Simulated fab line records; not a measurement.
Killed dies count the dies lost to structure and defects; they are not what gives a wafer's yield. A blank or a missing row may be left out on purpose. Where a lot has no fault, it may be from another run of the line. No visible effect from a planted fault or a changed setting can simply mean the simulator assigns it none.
Which tool was responsible? | flow gf180mcu | 39 wafers from 13 lots sampled at 5 of the route's 602 steps

WHAT EACH GAUGE READ, for each wafer
GF_VT_IMPLANT_TW_MEAS_43.
lot  | measured     | on           | VT_IMPLANT_4_TW
L314 | day 7 14:28  | filmMetro-01 | 691 691 691
L315 | day 7 20:58  | filmMetro-01 | 688 693 688
L316 | day 8 02:53  | filmMetro-04 | 698 694 694
L317 | day 8 10:01  | filmMetro-02 | 699 702 703
L318 | day 8 13:34  | filmMetro-02 | 701 703 698
L319 | day 8 23:23  | filmMetro-02 | 702 704 702
L320 | day 9 06:14  | filmMetro-02 | 700 700 698
L321 | day 9 11:10  | filmMetro-02 | 701 703 707
L322 | day 9 22:55  | filmMetro-02 | 704 705 702
L324 | day 10 09:23 | filmMetro-04 | 697 695 700
L325 | day 10 17:21 | filmMetro-01 | 695 693 691
L331 | day 12 07:02 | filmMetro-01 | 509 511 509
L332 | day 12 13:29 | filmMetro-02 | 518 518 518

GF_HV_LDD_CD_MEAS_19 targets a cd of 400 nm.
lot  | measured     | on       | cdNm (nm)
L314 | day 10 17:58 | cdSem-01 | 402.0 401.9 403.2
L315 | day 11 02:37 | cdSem-01 | 399.8 400.6 399.3
L316 | day 11 09:05 | cdSem-01 | 402.4 403.2 402.5
L317 | day 11 17:08 | cdSem-02 | 401.9 402.5 401.7
L318 | day 11 23:20 | cdSem-01 | 398.2 399.6 398.1
L319 | day 12 09:11 | cdSem-01 | 405.8 405.4 403.1
L320 | day 12 17:03 | cdSem-02 | 403.0 401.9 400.8
L321 | day 13 00:28 | cdSem-01 | 400.3 398.5 397.1
L322 | day 13 11:29 | cdSem-02 | 401.9 401.6 402.4
L324 | day 14 02:35 | cdSem-02 | 400.8 400.9 400.4
L325 | day 14 04:55 | cdSem-01 | 399.0 397.9 397.8
L331 | day 16 09:54 | cdSem-02 | 400.2 401.0 400.4
L332 | day 16 13:52 | cdSem-01 | 399.7 397.9 398.1

EACH LOT AND THE TOOL THAT RAN IT (in order: tool; ch and the chambers of the sampled wafers; start)
lot  | GF_DNWELL_STRIP_08                 | GF_VT_IMPLANT_IMPLANT_41        | GF_VT_IMPLANT_RTA_45
L314 | plasmaAsher-04 ch 0,1, day 2 19:09 | implanter-03 ch 0, day 7 14:14  | rtpAnneal-02 ch 0, day 7 14:35
L315 | plasmaAsher-04 ch 0,1, day 3 00:44 | implanter-01 ch 0, day 7 20:43  | rtpAnneal-02 ch 0, day 7 21:04
L316 | plasmaAsher-03 ch 0,1, day 3 04:53 | implanter-01 ch 0, day 8 02:40  | rtpAnneal-02 ch 0, day 8 03:01
L317 | plasmaAsher-04 ch 0,1, day 3 10:26 | implanter-04 ch 0, day 8 09:47  | rtpAnneal-01 ch 0, day 8 10:08
L318 | plasmaAsher-04 ch 0, day 3 15:35   | implanter-04 ch 0, day 8 13:20  | rtpAnneal-02 ch 0, day 8 13:42
L319 | plasmaAsher-03 ch 0,1, day 3 22:56 | implanter-01 ch 0, day 8 23:10  | rtpAnneal-01 ch 0, day 8 23:30
L320 | plasmaAsher-04 ch 0,1, day 4 02:33 | implanter-03 ch 0, day 9 05:59  | rtpAnneal-02 ch 0, day 9 06:21
L321 | plasmaAsher-01 ch 1, day 4 06:38   | implanter-04 ch 0, day 9 10:55  | rtpAnneal-01 ch 0, day 9 11:16
L322 | plasmaAsher-01 ch 0,1, day 4 15:57 | implanter-04 ch 0, day 9 22:40  | rtpAnneal-01 ch 0, day 9 23:01
L324 | plasmaAsher-04 ch 0,1, day 4 23:59 | implanter-03 ch 0, day 10 09:08 | rtpAnneal-01 ch 0, day 10 09:31
L325 | plasmaAsher-03 ch 0,1, day 5 06:31 | implanter-04 ch 0, day 10 17:06 | rtpAnneal-01 ch 0, day 10 17:28
L331 | plasmaAsher-01 ch 0,1, day 6 11:50 | implanter-03 ch 0, day 12 06:47 | rtpAnneal-01 ch 0, day 12 07:10
L332 | plasmaAsher-04 ch 0,1, day 6 17:17 | implanter-04 ch 0, day 12 13:14 | rtpAnneal-01 ch 0, day 12 13:36
- GF_DNWELL_STRIP_08: strips in O2/N2.
- GF_VT_IMPLANT_IMPLANT_41
- GF_VT_IMPLANT_RTA_45: time 30 s.

WHAT THE TOOLS THEMSELVES READ (means of the sampled wafers that have a number; where no wafer has one, the mark that the record gives instead)
GF_DNWELL_STRIP_08.
lot  | tool           | drypumpMotorCurrentA (A) | heaterPowerW (W) | oesProductAu (a.u.) | stripTimeToEndpointS (s)
L314 | plasmaAsher-04 | 6.0                      | 367              | 0.725               | 37.13
L315 | plasmaAsher-04 | 6.0                      | 364              | 0.723               | 37.09
L316 | plasmaAsher-03 | 5.4                      | 350              | 0.729               | 37.11
L317 | plasmaAsher-04 | 6.1                      | 327              | 0.729               | 37.00
L318 | plasmaAsher-04 | 5.9                      | 401              | 0.724               | 36.85
L319 | plasmaAsher-03 | 5.4                      | 340              | 0.717               | 37.00
L320 | plasmaAsher-04 | 6.2                      | 328              | 0.725               | 36.90
L321 | plasmaAsher-01 | 5.5                      | 304              | 0.721               | 36.80
L322 | plasmaAsher-01 | 5.4                      | 304              | 0.725               | 36.80
L324 | plasmaAsher-04 | 6.1                      | 331              | 0.723               | 36.98
L325 | plasmaAsher-03 | 5.4                      | 357              | 0.721               | 36.91
L331 | plasmaAsher-01 | 5.4                      | 304              | 0.723               | 36.87
L332 | plasmaAsher-04 | 6.0                      | 343              | 0.723               | 36.86

GF_VT_IMPLANT_IMPLANT_41.
lot  | tool         | endStationPressureTorr (Torr)
L314 | implanter-03 | 5e-06
L315 | implanter-01 | 5e-06
L316 | implanter-01 | 5e-06
L317 | implanter-04 | 5e-06
L318 | implanter-04 | 5e-06
L319 | implanter-01 | 5e-06
L320 | implanter-03 | 5e-06
L321 | implanter-04 | 5e-06
L322 | implanter-04 | 5e-06
L324 | implanter-03 | 5e-06
L325 | implanter-04 | 5e-06
L331 | implanter-03 | 5e-06
L332 | implanter-04 | 5e-06

GF_VT_IMPLANT_RTA_45.
lot  | tool         | lampPowerPct (%) | wafer_temp_C_max
L314 | rtpAnneal-02 | 37.1             | 1052.4
L315 | rtpAnneal-02 | 37.1             | 1052.4
L316 | rtpAnneal-02 | 37.1             | 1051.9
L317 | rtpAnneal-01 | 36.4             | 1054.3
L318 | rtpAnneal-02 | 37.1             | 1052.3
L319 | rtpAnneal-01 | 36.4             | 1055.1
L320 | rtpAnneal-02 | 37.1             | 1052.7
L321 | rtpAnneal-01 | 36.4             | 1054.2
L322 | rtpAnneal-01 | 36.4             | 1054.0
L324 | rtpAnneal-01 | 36.4             | 1054.8
L325 | rtpAnneal-01 | 36.4             | 1053.2
L331 | rtpAnneal-01 | 36.4             | 1054.9
L332 | rtpAnneal-01 | 36.4             | 1054.8

THE ANSWER, worked out from the rows above alone
Rule: what is usual is taken from the lots themselves. The widest of any qualifying gaps counts: lots, ordered by their means at a reading, are off when they make up no more than a third of the lots, leave a main group of 4 or more, and stand apart from it by 3 or more times the standard deviation of that group's means. The tables above print the reading to a certain number of digits; a main group whose means all agree to those digits is not used. Also off: a lot with no number at a reading for which 4 or more lots have one. The other lots that the step has rows for count as sound. First the gauges in route order, then the tools' own readings, where a lot's mean is used as printed above. At the first step where some lot is off, the reading lying furthest off is the one used; lots without a number count as furthest.
Off: L331, L332, seen at GF_VT_IMPLANT_TW_MEAS_43 (VT_IMPLANT_4_TW). Main group: mean 698, sd 4.8.
A tool fits if, at a process step before that reading, it ran every lot that is off, and no sound lot after the first of them. Gauges at GF_VT_IMPLANT_TW_MEAS_43: tried the same way as those tools. None of those tried fits.

WHAT THE SIMULATOR PUT IN
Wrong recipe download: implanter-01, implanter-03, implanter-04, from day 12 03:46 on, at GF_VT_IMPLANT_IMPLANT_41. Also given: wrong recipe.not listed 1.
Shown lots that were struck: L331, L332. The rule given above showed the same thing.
